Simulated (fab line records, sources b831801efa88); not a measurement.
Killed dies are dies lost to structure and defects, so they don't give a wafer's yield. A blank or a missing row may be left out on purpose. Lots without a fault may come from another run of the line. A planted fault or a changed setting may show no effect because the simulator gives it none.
fab line records | flow sky130
record lots=13 wafers=39 last_day=51
route steps=708 shown POLY_CUT@316 SD_N@348 LI_CONTACT@374 LOCAL_INTERCONNECT@402
lots that met no fault: from a run of the same line without faults
start_h: hours from the record's first day to the start of the lot's first wafer shown | wait_h: hours since the lot's step before | " the same as in the row above | L1.1+2: a row that stands for several wafers | - no value, or no start given | * or withheld: withheld | < > ~ a bound
route shown NAME@n: a module of which the file shows steps, and the number in the route of the first | usual: mean/standard deviation of fault-free wafers | same: alike in all rows | chamber/n: place in a boat | sites: the reading at each site | _std_site: their standard deviation | _edge_site: outer sites' mean less inner sites' | radius_mm: how far each site lies from the wafer's centre | mask NAME#n: copy n | behind: the tool/chamber that last shaped the wafer | hold: why the lot was held/for how many hours/how that ended | device: the transistor (n, p or np) that didn't switch | end of line: the same wafers' tests at the end of the route | a step without rows: its recipe alone | killed: dies lost to structure and defects at the first sort, not the wafer's yield | map: a wafer's dies, x killed, . not, _ none there
set.NAME: the setting as run; set.NAME@STEP: as run at that earlier step | model.NAME: the simulator's own value behind a step, which no gauge read
steps of the route over a sample of lots; a table a step, a row a wafer
services: from which hour (start_h, from the record's first day; less than 0 if before it) a tool's chamber was out of use, for how many hours, and why
## steps
# step SKY_POLY_CUT_OVL_MEAS_09
# usual POLY_CUT_OVL=0/6.9
# columns lot.wafer tool chamber start_h wait_h POLY_CUT_OVL[nm]
L823.3 overlay-02 - 598.82 0.1 -5
L823.5 " - " " -5
L823.6 " - " " -10
L824.1 overlay-01 - 619.53 0.1 3
L824.2 " - " " 1
L824.6 " - " " -7
L825.1 overlay-01 - 626.27 0.1 7
L825.4 " - " " -3
L825.6 " - " " 1
L827.1 overlay-02 - 636.71 0.1 6
L827.4 " - " " -10
L827.5 " - " " 5
L828.1 overlay-02 - 652.96 0.1 14
L828.2 " - " " -4
L828.5 " - " " 14
L831.3 overlay-02 - 664.97 0.1 -6
L831.4 " - " " -1
L831.6 " - " " 2
L832.4 overlay-02 - 675.63 0.1 12
L832.5 " - " " 5
L832.6 " - " " 3
L833.2 overlay-01 - 684.27 0.1 -5
L833.5 " - " " 9
L833.6 " - " " -14
L835.3 overlay-01 - 688.17 0.1 -1
L835.4 " - " " 1
L835.6 " - " " 9
L836.2 overlay-01 - 702.11 0.1 -2
L836.3 " - " " -10
L836.5 " - " " -11
L840.2 overlay-01 - 726.38 0.1 -12
L840.3 " - " " 8
L840.6 " - " " 1
L841.3 overlay-01 - 731.97 0.1 0
L841.4 " - " " 5
L841.5 " - " " -8
L843.4 overlay-01 - 750.58 0.1 -2
L843.5 " - " " -8
L843.6 " - " " 8
# step SKY_SD_N_DEVELOP_06
# recipe resist=NOVOLAK developer=TMAH develop_time_s=60 dev_temp_c=23
# usual developer_temp_C=23.01/0.11
# columns lot.wafer tool chamber start_h wait_h developer_temp_C
L823.3 litho_track-03 0 685.64 0.1 22.89
L823.5 " 0 " " 22.78
L823.6 " 0 " " 22.76
L824.1 litho_track-03 0 705.79 0.1 23.15
L824.2 " 0 " " 23.13
L824.6 " 0 " " 23.10
L825.1 litho_track-01 0 712.54 0.1 22.77
L825.4 " 0 " " 22.84
L825.6 " 0 " " 22.79
L827.1 litho_track-01 0 722.44 0.1 23.16
L827.4 " 0 " " 23.26
L827.5 " 0 " " 23.08
L828.1 litho_track-03 0 737.84 0.1 22.85
L828.2 " 0 " " 23.18
L828.5 " 0 " " 22.92
L831.3 litho_track-04 0 750.64 0.1 23.07
L831.4 " 0 " " 23.16
L831.6 " 0 " " 23.07
L832.4 litho_track-03 0 760.06 0.1 23.08
L832.5 " 0 " " 22.95
L832.6 " 0 " " 22.93
L833.2 litho_track-03 0 770.46 0.1 21.99
L833.5 " 0 " " 22.07
L833.6 " 0 " " 22.10
L835.3 litho_track-01 0 772.29 0.1 22.98
L835.4 " 0 " " 23.00
L835.6 " 0 " " 22.95
L836.2 litho_track-03 0 784.81 0.1 22.07
L836.3 " 0 " " 21.99
L836.5 " 0 " " 22.23
L840.2 litho_track-03 0 809.41 0.1 22.04
L840.3 " 0 " " 22.21
L840.6 " 0 " " 22.17
L841.3 litho_track-01 0 813.59 0.1 23.17
L841.4 " 0 " " 22.96
L841.5 " 0 " " 23.04
L843.4 litho_track-04 0 832.32 0.1 22.92
L843.5 " 0 " " 23.06
L843.6 " 0 " " 22.93
# step SKY_LI_CONTACT_CD_MEAS_12
# recipe target_cd_nm=170
# usual cd_nm=170.3/1.6
# columns lot.wafer tool chamber start_h wait_h cd_nm
L823.3 cd_sem-01 - 717.68 - 169.4
L823.5 " - " " 168.5
L823.6 " - " " 168.2
L824.1 cd_sem-02 - 735.97 - 169.5
L824.2 " - " " 169.2
L824.6 " - " " 168.4
L825.1 cd_sem-01 - 742.99 - 170.8
L825.4 " - " " 172.0
L825.6 " - " " 170.0
L827.1 cd_sem-02 - 752.04 - 168.3
L827.4 " - " " 168.8
L827.5 " - " " 168.9
L828.1 cd_sem-01 - 768.32 - 169.3
L828.2 " - " " 169.2
L828.5 " - " " 169.1
L831.3 cd_sem-01 - 779.43 - 173.7
L831.4 " - " " 174.1
L831.6 " - " " 173.1
L832.4 cd_sem-02 - 789.70 - 169.4
L832.5 " - " " 168.4
L832.6 " - " " 168.8
L833.2 cd_sem-02 - 799.06 - 171.2
L833.5 " - " " 173.6
L833.6 " - " " 173.5
L835.3 cd_sem-02 - 800.66 - 170.1
L835.4 " - " " 169.8
L835.6 " - " " 169.4
L836.2 cd_sem-02 - 813.69 - 170.5
L836.3 " - " " 169.8
L836.5 " - " " 171.0
L840.2 cd_sem-02 - 837.21 - 169.8
L840.3 " - " " 169.7
L840.6 " - " " 169.1
L841.3 cd_sem-01 - 842.88 - 172.3
L841.4 " - " " 170.7
L841.5 " - " " 171.7
L843.4 cd_sem-01 - 862.08 - 169.9
L843.5 " - " " 169.3
L843.6 " - " " 171.5
# step SKY_LOCAL_INTERCONNECT_STRIP_15
# recipe chemistry=O2/N2 power_w=1400 pressure_mtorr=1500 platen_temp_c=withheld o2_flow_sccm=3000 n2_flow_sccm=300 overash_fraction=0.5
# usual drypump_motor_current_A=5.66/0.27 oes_product_au=0.427/0.0044 strip_time_to_endpoint_s=4.723/0.022
# columns lot.wafer tool chamber start_h wait_h drypump_motor_current_A oes_product_au rf_hours_counter_h strip_time_to_endpoint_s
L823.3 plasma_asher-02 0 746.29 0.1 5.67 0.432 - 4.763
L823.5 " 1 " " 5.96 0.419 - 4.750
L823.6 " 0 " " 5.69 0.429 - 4.760
L824.1 plasma_asher-03 0 765.57 0.1 5.31 0.427 95 4.685
L824.2 " 1 " " 5.26 0.423 95 4.691
L824.6 " 1 " " 5.28 0.420 - 4.708
L825.1 plasma_asher-04 0 772.19 0.0 5.91 0.427 35 4.744
L825.4 " 0 " " 5.91 0.432 - 4.771
L825.6 " 1 " " 5.85 0.425 - 4.761
L827.1 plasma_asher-02 0 781.70 0.1 5.70 0.429 4 4.715
L827.4 " 1 " " 5.92 0.430 - 4.732
L827.5 " 1 " " 5.93 0.426 - 4.762
L828.1 plasma_asher-04 1 796.91 0.0 5.85 0.414 37 4.728
L828.2 " 0 " " 5.92 0.425 37 4.706
L828.5 " 1 " " 5.85 0.429 - 4.755
L831.3 plasma_asher-02 1 808.49 0.1 5.91 0.428 - 4.709
L831.4 " 0 " " 5.70 0.436 - 4.747
L831.6 " 0 " " 5.69 0.430 - 4.691
L832.4 plasma_asher-03 1 818.74 0.1 5.27 0.430 - 4.718
L832.5 " 0 " " 5.30 0.428 - 4.741
L832.6 " 1 " " 5.26 0.428 - 4.737
L833.2 plasma_asher-02 0 828.02 0.1 5.68 0.419 8 4.719
L833.5 " 0 " " 5.70 0.426 - 4.730
L833.6 " 1 " " 5.91 0.429 - 4.726
L835.3 plasma_asher-02 1 829.56 0.1 5.90 0.421 - 4.709
L835.4 " 0 " " 5.69 0.420 - 4.744
L835.6 " 1 " " 5.93 0.425 - 4.742
L836.2 plasma_asher-04 0 842.19 0.0 5.93 0.421 40 4.684
L836.3 " 1 " " 5.85 0.426 - 4.712
L836.5 " 1 " " 5.85 0.429 - 4.717
L840.2 plasma_asher-03 1 866.19 0.0 5.30 0.426 105 4.711
L840.3 " 1 " " 5.29 0.424 - 4.725
L840.6 " 1 " " 5.27 0.424 - 4.696
L841.3 plasma_asher-02 1 871.04 0.1 5.94 0.423 - 4.686
L841.4 " 0 " " 5.69 0.430 - 4.718
L841.5 " 1 " " 5.94 0.425 - 4.675
L843.4 plasma_asher-02 1 890.89 0.1 5.97 0.428 - 4.717
L843.5 " 1 " " 5.92 0.426 - 4.744
L843.6 " 0 " " 5.70 0.429 - 4.722
## services
# columns tool chamber start_h hours kind
plasma_asher-03 - 678.87 4.3 pm
litho_track-01 - 686.46 - consumable_replace:filter
plasma_asher-02 - 698.95 0.7 repair
litho_track-04 - 723.84 - consumable_replace:filter
plasma_asher-02 - 733.75 9.0 pm
plasma_asher-02 0 733.75 9.0 vent_cycle
plasma_asher-02 1 733.75 9.0 vent_cycle
plasma_asher-02 0 742.75 - clean
plasma_asher-02 1 742.75 - clean
litho_track-03 - 821.15 - consumable_replace:filter
plasma_asher-04 - 824.86 14.6 pm
plasma_asher-03 - 838.77 1.8 repair
plasma_asher-03 - 884.55 4.4 repair
## key
first_sign step=SKY_SD_N_DEVELOP_06 reading=developer_temp_C direction=down sigmas=8.6 usual=* struck=*
effect none on later readings
met_at SKY_SD_N_DEVELOP_06
struck_lots L833,L836,L840
tester_left_out L833,L836,L840
loop_trim step=SKY_SD_N_EXPOSE_04 setting=dose lots=L840
not_acting_at SKY_POLY_CUT_OVL_MEAS_09,SKY_LI_CONTACT_CD_MEAS_12,SKY_LOCAL_INTERCONNECT_STRIP_15
onset_between 760.06 770.46
fault kind=process_parameter_drift tool=litho_track-03 chamber=- onset_h=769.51 steps=SKY_SD_N_DEVELOP_06 channel=dev_temp_c offset=* shape=step end_h=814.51 acts_in=* stated=*
# tester_left_out: of these lots the tester's yield and bins aren't shown, on N5 and GAA mostly nor the transistor test; their killed dies are dies lost to structure and defects alone, not to doping, threshold or leakage, so they don't give the yield
# loop_trim: a control loop set the setting to another value than it would have without faults
